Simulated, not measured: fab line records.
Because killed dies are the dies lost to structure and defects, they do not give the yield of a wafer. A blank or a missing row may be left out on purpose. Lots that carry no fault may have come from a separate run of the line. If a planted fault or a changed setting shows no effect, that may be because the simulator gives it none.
The same fault as seen by 2 desks ; flow gf180mcu ; each desk holds nothing but its own numbers, with what lay behind them at the end

DESK OF THE TOOL OWNER: implanter-04
The tool's own readings at GF_HV_LDD_IMPLANT_48: means of the sampled wafers that have a number, for each lot that ran on this tool. If a lot's mean is further than 4 standard deviations from the usual mean, the lot is out of limits and carries the mark OUT (the distance appears in the brackets).
Columns: A = beam_on_s at GF_HV_LDD_IMPLANT_48, usual 10.03 s; B = tilt_deg at GF_HV_LDD_IMPLANT_48, usual 6.996 degrees
lot;first seen here;A;B
L352;day 14 00:13;10.09;6.991
L357;day 15 20:05;10.11;-0.008 (-99 or more) OUT
L358;day 16 01:02;10.07;-0.009 (-99 or more) OUT
L359;day 16 09:03;10.12;0.011 (-99 or more) OUT
L370;day 20 02:38;9.79;6.995
Finding of this desk: L357, L358, L359 out of limits; the first was L357 at day 15 20:05, on tilt_deg at GF_HV_LDD_IMPLANT_48. In limits: L352, L370.

FROM THE METROLOGY DESK
What the gauges read, lot by lot, whatever tool the lot ran on: means of the sampled wafers that have a number. If a lot's mean is further than 4 standard deviations from the usual mean, the lot is out of limits and carries the mark OUT (the distance appears in the brackets).
Columns: A = STI_OXIDATION_01_THK at GF_STI_THK_MEAS_22, usual 15.06 nm; B = HV_LDD_4_TW at GF_HV_LDD_TW_MEAS_50, usual 574; C = SALICIDE_TIN_RS at GF_SALICIDE_RS_MEAS_04, usual 16.30 ohm/sq; D = M1_ALCU_RS at GF_M1_RS_MEAS_05, usual 0.0695 ohm/sq
lot;first seen here;A;B;C;D
L349;day 2 13:38;14.98;582;16.50;0.0690
L350;day 2 19:10;14.87;558;16.24;0.0690
L352;day 3 04:52;14.85;558;16.51;0.0689
L357;day 4 06:58;14.98;523 (-5.1) OUT;16.31;0.0705
L358;day 4 12:10;15.19;508 (-6.6) OUT;16.17;0.0686
L359;day 4 17:50;15.26;508 (-6.6) OUT;16.08;0.0697
L362;day 5 08:33;15.22;563;16.60;0.0694
L363;day 5 15:00;15.18;585;16.82;0.0710
L364;day 5 19:41;15.66;570;16.48;0.0688
L365;day 5 23:50;15.55;570;16.38;0.0706
L366;day 6 04:28;15.01;569;16.39;0.0693
L368;day 6 17:32;14.92;586;16.63;0.0698
L369;day 6 21:31;14.73;588;16.17;0.0683
L370;day 7 02:16;14.88;583;16.07;0.0697
Finding of this desk: L357, L358, L359 out of limits, first seen on L357 at day 15 20:19 (HV_LDD_4_TW at GF_HV_LDD_TW_MEAS_50). In limits: L349, L350, L352, L362, L363, L364, L365, L366, L368, L369, L370.

PUT TOGETHER
The tool owner's desk had the chance to raise an alarm at day 15 20:05 on L357, L358, L359.
The metrology desk could have raised an alarm at day 15 20:19, on L357, L358, L359.
Of the lots named, all ran GF_HV_LDD_IMPLANT_48 on implanter-04.

WHAT THE SIMULATOR HAD INSERTED
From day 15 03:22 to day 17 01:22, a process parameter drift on implanter-04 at GF_HV_LDD_IMPLANT_48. Setting tilt_deg shifted by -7 from 7. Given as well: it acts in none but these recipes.
Struck lots among those shown: L357, L358, L359.
Time in hours from fault onset to the first out-of-limits reading at each desk: tool owner's desk 17, metrology desk 17.
